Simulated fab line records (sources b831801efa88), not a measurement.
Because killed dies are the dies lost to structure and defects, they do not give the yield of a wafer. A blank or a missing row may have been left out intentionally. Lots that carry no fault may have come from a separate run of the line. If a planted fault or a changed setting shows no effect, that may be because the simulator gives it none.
Which tool is to blame? ; flow sky130 ; 38 wafers from 13 lots sampled at 5 of the route's 708 steps

## WHAT THE GAUGES SHOWED, per wafer
SKY_VT_ADJUST_NCORE_OVL_MEAS_08.
lot;measured;on;VT_ADJUST_NCORE_OVL (nm)
L221;day 9 17:58;overlay-02;-1.1 0.3 0.3
L224;day 10 10:29;overlay-01;-1.6 -1.2 -1.3
L226;day 11 02:10;overlay-02;-3.3 -0.3
L225;day 11 02:13;overlay-01;1.4 -2.1 0.4
L228;day 11 14:34;overlay-02;-0.7 -1.2 1.4
L234;day 12 10:46;overlay-01;-2.3 -2.8 -3.3
L233;day 12 12:01;overlay-01;1.2 -0.1 -0.9
L237;day 13 10:10;overlay-01;-1.1 -1.3 -3.2
L238;day 13 20:32;overlay-02;-0.4 -2.5 1.3
L239;day 14 02:25;overlay-02;-0.2 -1.2 -1.4
L242;day 14 18:28;overlay-02;-0.5 -0.9 -1.0
L243;day 15 03:25;overlay-01;-3.0 -1.6 -1.5
L244;day 15 11:25;overlay-02;-2.1 -3.3 -0.7

SKY_VT_ADJUST_HVTR_OVL_MEAS_08.
lot;measured;on;VT_ADJUST_HVTR_OVL (nm)
L221;day 10 16:22;overlay-01;-0.2 -1.0 0.9
L224;day 11 09:49;overlay-02;2.8 1.5 2.4
L226;day 12 01:16;overlay-02;-0.2 1.2
L225;day 12 01:52;overlay-01;1.8 4.0 3.1
L228;day 12 14:31;overlay-02;-1.6 -0.4 -1.7
L234;day 13 12:22;overlay-01;1.9 -1.5 -0.8
L233;day 13 13:37;overlay-01;-0.5 1.4 0.2
L237;day 14 12:28;overlay-01;1.8 -1.1 1.6
L238;day 14 23:20;overlay-01;-2.8 -1.1 -0.5
L239;day 15 04:37;overlay-01;1.0 1.6 2.1
L242;day 15 21:58;overlay-01;-0.8 1.0 1.0
L243;day 16 07:49;overlay-02;0.4 -0.6 1.2
L244;day 16 15:34;overlay-01;-1.1 1.3 -1.8

SKY_VT_ADJUST_PCH_OVL_MEAS_07.
lot;measured;on;VT_ADJUST_PCH_OVL (nm)
L221;day 11 14:48;overlay-01;0.5 2.3 -0.1
L224;day 12 10:25;overlay-01;-0.6 0.9 2.4
L226;day 13 02:42;overlay-01;1.7 1.7
L225;day 13 03:02;overlay-02;0.9 0.8 1.5
L228;day 13 16:11;overlay-01;-0.2 -0.2 -1.4
L234;day 14 14:48;overlay-02;0.9 -0.6 1.6
L233;day 14 16:03;overlay-01;2.1 0.5 0.5
L237;day 15 15:48;overlay-01;1.9 1.0 0.9
L238;day 16 02:52;overlay-02;-2.1 0.4 0.7
L239;day 16 08:36;overlay-01;1.4 1.8 -0.9
L242;day 17 02:11;overlay-02;1.9 2.4 2.8
L243;day 17 12:44;overlay-01;-1.5 -1.6 -0.7
L244;day 17 21:02;overlay-02;1.0 2.4 2.0

SKY_SONOS_TUNNEL_CD_MEAS_07: target cd 410 nm.
lot;measured;on;cdNm (nm)
L221;day 12 14:45;cdSem-01;409.9 412.3 411.2
L224;day 13 11:34;cdSem-02;405.6 406.7 406.5
L226;day 14 04:24;cdSem-01;423.6 410.0
L225;day 14 04:39;cdSem-02;424.8 410.5 410.7
L228;day 14 18:39;cdSem-01;420.4 422.7 409.2
L234;day 15 18:37;cdSem-01;406.7 410.9 408.1
L233;day 15 19:30;cdSem-01;408.5 405.6 407.6
L237;day 16 19:55;cdSem-02;408.8 409.5 408.1
L238;day 17 07:41;cdSem-02;409.0 409.1 409.7
L239;day 17 13:06;cdSem-02;409.4 409.4 408.6
L242;day 18 06:51;cdSem-02;413.2 413.4 413.4
L243;day 18 16:38;cdSem-01;409.0 409.3 410.4
L244;day 19 01:36;cdSem-02;411.4 409.7 409.9

## WHICH TOOL RAN EACH LOT (tool, then ch and the chambers of the sampled wafers, then the start)
lot;SKY_SONOS_TUNNEL_EXPOSE_04
L221;ilineStepper-02 ch 0, day 12 04:05
L224;ilineStepper-02 ch 0, day 12 23:10
L226;ilineStepper-02 ch 0, day 13 15:17
L225;ilineStepper-02 ch 0, day 13 15:24
L228;ilineStepper-02 ch 0, day 14 05:58
L234;ilineStepper-01 ch 0, day 15 04:30
L233;ilineStepper-01 ch 0, day 15 05:54
L237;ilineStepper-01 ch 0, day 16 05:47
L238;ilineStepper-01 ch 0, day 16 17:26
L239;ilineStepper-02 ch 0, day 16 23:32
L242;ilineStepper-01 ch 0, day 17 16:30
L243;ilineStepper-02 ch 0, day 18 03:38
L244;ilineStepper-01 ch 0, day 18 11:14
- SKY_SONOS_TUNNEL_EXPOSE_04: exposes mask TUNM, target cd 410 nm.

## WHAT THE TOOLS THEMSELVES READ (means of the sampled wafers that have a number; where no wafer has one, the mark that the record gives instead)
SKY_SONOS_TUNNEL_EXPOSE_04.
lot;tool;reticleTempC (C)
L221;ilineStepper-02;23.12
L224;ilineStepper-02;22.90
L226;ilineStepper-02;22.98
L225;ilineStepper-02;23.14
L228;ilineStepper-02;22.92
L234;ilineStepper-01;22.98
L233;ilineStepper-01;23.18
L237;ilineStepper-01;22.99
L238;ilineStepper-01;22.97
L239;ilineStepper-02;23.02
L242;ilineStepper-01;22.90
L243;ilineStepper-02;22.95
L244;ilineStepper-01;23.15

## THE ANSWER, worked out from the rows above alone
Rule: the lots themselves supply what counts as usual. The widest of any qualifying gaps counts: lots, ordered by their means at a reading, are off when they make up no more than a third of the lots, leave a main group of 4 or more, and stand apart from it by 3 or more times the standard deviation of that group's means. The tables above print the reading to a certain number of digits; a main group whose means all agree to those digits is not used. Also off: a lot with no number at a reading for which 4 or more lots have one. The other lots that the step has rows for count as sound. First the gauges in route order, then the tools' own readings, where a lot's mean is used as printed above. The first step at which some lot is off is used, and at that step the reading that is off furthest; a lot without a number counts as furthest.
None of the lots is off at any reading shown; this tells nothing.

## WHAT THE SIMULATOR HAD INSERTED
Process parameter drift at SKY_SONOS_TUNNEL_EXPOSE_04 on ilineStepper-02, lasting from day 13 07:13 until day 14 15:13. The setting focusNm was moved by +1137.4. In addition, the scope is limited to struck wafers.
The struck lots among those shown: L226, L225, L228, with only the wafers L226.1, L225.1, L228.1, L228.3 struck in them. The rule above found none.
